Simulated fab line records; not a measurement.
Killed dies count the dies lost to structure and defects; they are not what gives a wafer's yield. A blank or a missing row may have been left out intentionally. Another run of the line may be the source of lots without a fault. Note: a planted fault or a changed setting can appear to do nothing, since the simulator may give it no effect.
The tool behind it: which one? -- flow sky130 -- 12 lots (36 wafers sampled), 1 step of a 708-step route

WHAT THE GAUGES SHOWED, per wafer
SKY_PWDE_TW_MEAS_10. Usual: for PWDE_TW the level is 373 and the standard deviation is 3.8.
lot,measured,on,PWDE_TW,flag
L137,day 3 22:25,film_metro-01,373 374 374,
L139,day 4 10:56,film_metro-03,370 371 370,
L140,day 4 13:20,film_metro-01,371 374 373,
L142,day 5 02:34,film_metro-04,379 377 375,
L143,day 5 08:02,film_metro-01,374 374 374,
L144,day 5 12:46,film_metro-03,371 369 370,
L145,day 5 18:10,film_metro-04,379 378 378,
L146,day 6 00:36,film_metro-01,374 374 372,
L147,day 6 02:36,film_metro-04,378 377 379,
L148,day 6 10:53,film_metro-04,381 379 379,
L159,day 9 12:28,film_metro-03,367 368 369,
L160,day 9 18:50,film_metro-03,368 368 367,

TOOL THAT RAN EACH LOT (tool first, then ch and the chambers of the sampled wafers, then the start)
The record shows no process step preceding these readings.

AS READ BY THE TOOLS THEMSELVES (means over the sampled wafers that have a number; for cases with no such wafer, the mark the record gives instead)
The record holds no such reading with a usual standard deviation.

THE ANSWER, worked out from the rows above alone
Rule: take the mean of a lot's wafers that have a number; if it is more than 3 standard deviations from the usual mean, the lot is off. Also off: a lot with no number at a reading for which 4 or more lots have one. All remaining lots with rows at the step are treated as sound. After the gauges, taken in route order, come the tools' own readings; for these a lot's mean is taken, as printed above. At the first step where some lot is off, the reading lying furthest off is the one used; lots without a number count as furthest.
No lot is off at any reading shown: from this, nothing can be told.

WHAT THE SIMULATOR HAD INSERTED
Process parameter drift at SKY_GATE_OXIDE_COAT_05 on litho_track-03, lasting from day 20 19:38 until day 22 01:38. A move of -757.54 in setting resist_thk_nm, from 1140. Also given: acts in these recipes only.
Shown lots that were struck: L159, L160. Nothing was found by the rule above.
